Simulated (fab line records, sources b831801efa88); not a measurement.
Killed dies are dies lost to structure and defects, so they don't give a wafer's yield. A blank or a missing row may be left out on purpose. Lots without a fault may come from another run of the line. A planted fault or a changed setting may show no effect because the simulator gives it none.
Which tool did it? | flow sfq_line | 14 lots, 42 wafers sampled, at 1 step of a route of 325

WHAT THE GAUGES READ, wafer by wafer
SFQ_INCOMING_BOW_MEAS_900.
lot  | measured    | on            | INCOMING_BOW (um)
L557 | day 1 15:00 | film_metro-01 | -16 -9 8
L558 | day 1 20:00 | film_metro-04 | 3 1 -2
L559 | day 2 01:00 | film_metro-04 | 2 -10 12
L560 | day 2 06:00 | film_metro-04 | 4 -2 3
L561 | day 2 11:00 | film_metro-01 | 3 -1 3
L563 | day 2 21:01 | film_metro-04 | -11 9 -10
L564 | day 3 02:00 | film_metro-01 | 4 9 -6
L565 | day 3 07:00 | film_metro-01 | -1 2 -8
L569 | day 4 03:02 | film_metro-01 | 4 15 2
L571 | day 4 13:02 | film_metro-02 | 0 5 5
L575 | day 5 09:02 | film_metro-04 | 10 -6 6
L577 | day 5 19:00 | film_metro-04 | 3 -8 -1
L578 | day 6 00:01 | film_metro-02 | -1 -2 -2
L579 | day 6 05:00 | film_metro-04 | -4 -3 -2

WHICH TOOL RAN EACH LOT (tool, then ch and the chambers of the sampled wafers, then the start)
The record holds no process step before these readings.

WHAT THE TOOLS THEMSELVES READ (means of the sampled wafers that have a number; where no wafer has one, the mark that the record gives instead)
The record holds no such reading with a usual standard deviation.

THE ANSWER, worked out from the rows above alone
Rule: what is usual is taken from the lots themselves. Put in order of their means at a reading, lots are off if they are a third of the lots or fewer, leave a main group of 4 or more, and stand apart from it by a gap of 3 or more times the standard deviation of the main group's means; of several such gaps the widest counts. A main group whose means are all the same, to the digits that the tables above print for the reading, isn't used. A lot without any number at a reading at which 4 lots or more have one is off too. The other lots that the step has rows for count as sound. The gauges are gone through in route order, then the tools' own readings, and for those a lot's mean is taken as printed above. The first step at which some lot is off is used, and at that step the reading that is off furthest; a lot without a number counts as furthest.
No lot is off at any reading shown: from this, nothing can be told.

WHAT THE SIMULATOR HAD PUT IN
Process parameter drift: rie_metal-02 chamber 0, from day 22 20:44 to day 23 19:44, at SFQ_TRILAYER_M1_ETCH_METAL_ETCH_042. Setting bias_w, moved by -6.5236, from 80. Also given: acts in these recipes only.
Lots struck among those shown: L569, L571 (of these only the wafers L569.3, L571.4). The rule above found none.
